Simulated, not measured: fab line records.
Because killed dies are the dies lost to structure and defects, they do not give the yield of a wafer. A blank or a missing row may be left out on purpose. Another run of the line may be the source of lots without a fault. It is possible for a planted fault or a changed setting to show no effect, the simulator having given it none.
Code-filled problem report in 8D (eight disciplines) form + flow sky130 + the parts of the form that need people (team, actions taken, sign-off) are left out

== 1. WHAT WENT WRONG ==
CONTACT_HDPCVD_THK at SKY_CONTACT_THK_MEAS_03 reads a mean of 617 nm on 3 wafers of 2 lots; wafers without a fault read 561 nm with a standard deviation of 5.9. That puts it +9.5 standard deviations away from the usual mean.
First seen on wafer L294.5, day 34 22:42, on film metro-03. At this step, 36 wafers from 12 lots have a number in the record. The rule behind "out" and "out of limits": a value lying over 4 standard deviations away from the usual mean. All remaining wafers that have a number are taken as sound.

== 2. WHAT IT IS, AND WHAT IT ISN'T ==
| question                    | is                     | is not                                                                                             |
|-----------------------------|------------------------|----------------------------------------------------------------------------------------------------|
| which readings at this step | CONTACT_HDPCVD_THK     | -                                                                                                  |
| which lots                  | L294, L296             | L285, L286, L287, L288, L289, L303, L305, L306, L307, L308                                         |
| which wafers of those lots  | L294.5, L296.4, L296.5 | L294.1, L294.4, L296.1                                                                             |
| read on which gauges        | film metro-03          | film metro-02, film metro-04                                                                       |
| when                        | from day 34 22:42      | up to then (17 sound wafers); but 16 sound wafers of L296, L303, L305, L306, L307, L308 came after |

== 3. WHAT RULES OUT EACH SUSPECT ==
Counting: any tool at a process step up to the reading remains a suspect provided it ran every lot that is out. Sound lots after the first of them don't rule it out here, since some wafers of a struck lot are sound.
- the gauge at SKY_CONTACT_THK_MEAS_03 is ruled out. All the wafers that are out were read on film metro-03, but those of them that SKY_CONTACT_HDPCVD_02 has rows for are out there too, on other tools.
- hdpcvd-01 at SKY_CONTACT_HDPCVD_02 (deposits SiO2, target thk 565 nm, time 94.2 s): kept. It ran every lot that is out, first L294 (day 34 22:38); its last sound lot up to then is L288 (day 31 18:55). Its own run length s readings are out on those wafers.
- At SKY_CONTACT_HDPCVD_02 on hdpcvd-01, chamber 0 took the sound wafers of the same lots and chamber 1 took the wafers that are out.
Remaining after the count: hdpcvd-01 at SKY_CONTACT_HDPCVD_02.

== 4. THE CAUSE (what the simulator had put in) ==
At SKY_CONTACT_HDPCVD_02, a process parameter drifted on hdpcvd-01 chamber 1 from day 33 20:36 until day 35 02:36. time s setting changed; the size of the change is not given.
After counting, this tool was the only one left.

== 5. THE CHAIN OF EFFECTS, in route order ==
One row per reading whose mean, taken over the struck wafers that have a number, lies over 3 standard deviations from the usual. Only readings whose record carries a usual standard deviation are examined. hours: median over the lots of the time between each lot's start at the first step of this table that gives one and its start at this step. sigmas: the change, counted in usual standard deviations.
| hours | step                    | reading            | usual   | on struck wafers | change | sigmas |
|-------|-------------------------|--------------------|---------|------------------|--------|--------|
| 0     | SKY_CONTACT_HDPCVD_02   | run length s       | 121.5 s | 130.8            | +9.3   | +16    |
| 0     | SKY_CONTACT_THK_MEAS_03 | CONTACT_HDPCVD_THK | 561 nm  | 617              | +56    | +9.5   |
| 0     | SKY_CONTACT_CMP_04      | time to endpoint s | 83 s    | 104              | +21    | +4.7   |
Its process steps:
- SKY_CONTACT_HDPCVD_02: deposits SiO2, target thk 565 nm, time 94.2 s.
- SKY_CONTACT_CMP_04: polishes SiO2.
Later measuring or inspecting steps at which every struck wafer that the step has a row for has a number for every such reading, and none has moved that far: SKY_CONTACT_OVL_MEAS_15.

== 6. WHAT WOULD HAVE CAUGHT IT SOONER ==
Counted from the fault's start at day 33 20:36, it took 26 hours until the first out-of-limits reading at a measuring or inspecting step in this record, taken at day 34 22:42.
Tool's own readings at SKY_CONTACT_HDPCVD_02, run length s: out on all struck wafers the step has rows for; an alarm limit on them would have tripped on the first.
L296, from the lots that are out (2), started SKY_CONTACT_HDPCVD_02 on hdpcvd-01 later than day 34 22:42. Putting the tool on hold at that point would have spared it.
